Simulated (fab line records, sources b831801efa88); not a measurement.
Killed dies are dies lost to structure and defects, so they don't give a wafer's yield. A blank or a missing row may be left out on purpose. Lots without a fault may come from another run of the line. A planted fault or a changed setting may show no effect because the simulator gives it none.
Problem report in the 8D (eight disciplines) form, filled by code | flow sky130 | the parts of the form that need people (team, actions taken, sign-off) are left out

1. THE PROBLEM
dose_ions_cm2 at SKY_LDD_N_IMPLANT_11 reads a mean of 6.182e+13 on 6 wafers of 2 lots; wafers without a fault read 7.501e+13 with a standard deviation of 8.6e+10. That is -99 or more standard deviations from the usual mean.
First seen on wafer L562.3, day 21 05:41, on implanter-04. The record holds 18 wafers of 6 lots with a number at this step. Rule for "out", or "out of limits": more than 4 standard deviations from the usual mean. The other wafers with a number count as sound.

2. WHAT IT IS AND WHAT IT IS NOT
question                    | is                                | is not
which readings at this step | dose_ions_cm2, faraday_current_uA | beam_energy_keV, beam_on_s
which lots                  | L562, L563                        | L553, L558, L573, L574
which wafers of those lots  | all that have a number            | -
read on which tools         | implanter-04                      | implanter-02, implanter-03
when                        | from day 21 05:41                 | up to then (6 sound wafers); but 6 sound wafers of L573, L574 came after

3. SUSPECTS, AND WHAT RULES EACH OUT
Counting: a tool at a process step up to the reading stays a suspect if it ran every lot that is out and no sound lot after the first of them.
- implanter-04 at SKY_LDD_N_IMPLANT_11: kept. It ran every lot that is out, first L562 (day 21 05:41), and no sound lot after that; its last sound lot up to then is L558 (day 20 05:04). Its own readings are out on those wafers: dose_ions_cm2, faraday_current_uA.
Left after counting: implanter-04 at SKY_LDD_N_IMPLANT_11.

4. THE CAUSE (what the simulator had put in)
Process parameter drift: implanter-04, from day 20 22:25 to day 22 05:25, at SKY_LDD_N_IMPLANT_11. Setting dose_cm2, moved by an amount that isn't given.
Counting left only this tool.

5. THE CHAIN OF EFFECTS, in route order
Each row: a reading whose mean over the struck wafers that have a number lies more than 3 standard deviations from the usual. Only readings for which the record gives a usual standard deviation are gone through. hours: the time from each lot's start at the first step in this table that gives one to its start at this step, as a median over the lots. sigmas: the change in usual standard deviations.
hours | step                 | reading            | usual     | on struck wafers | change     | sigmas
0     | SKY_LDD_N_IMPLANT_11 | dose_ions_cm2      | 7.501e+13 | 6.182e+13        | -1.319e+13 | -99 or more
0     | SKY_LDD_N_IMPLANT_11 | faraday_current_uA | 424       | 350              | -74        | -8.5
The process steps in it:
- SKY_LDD_N_IMPLANT_11

6. WHAT WOULD HAVE CAUGHT IT SOONER
In this record the first reading out of limits was taken at day 21 05:41, 7 hours after the fault began at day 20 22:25.
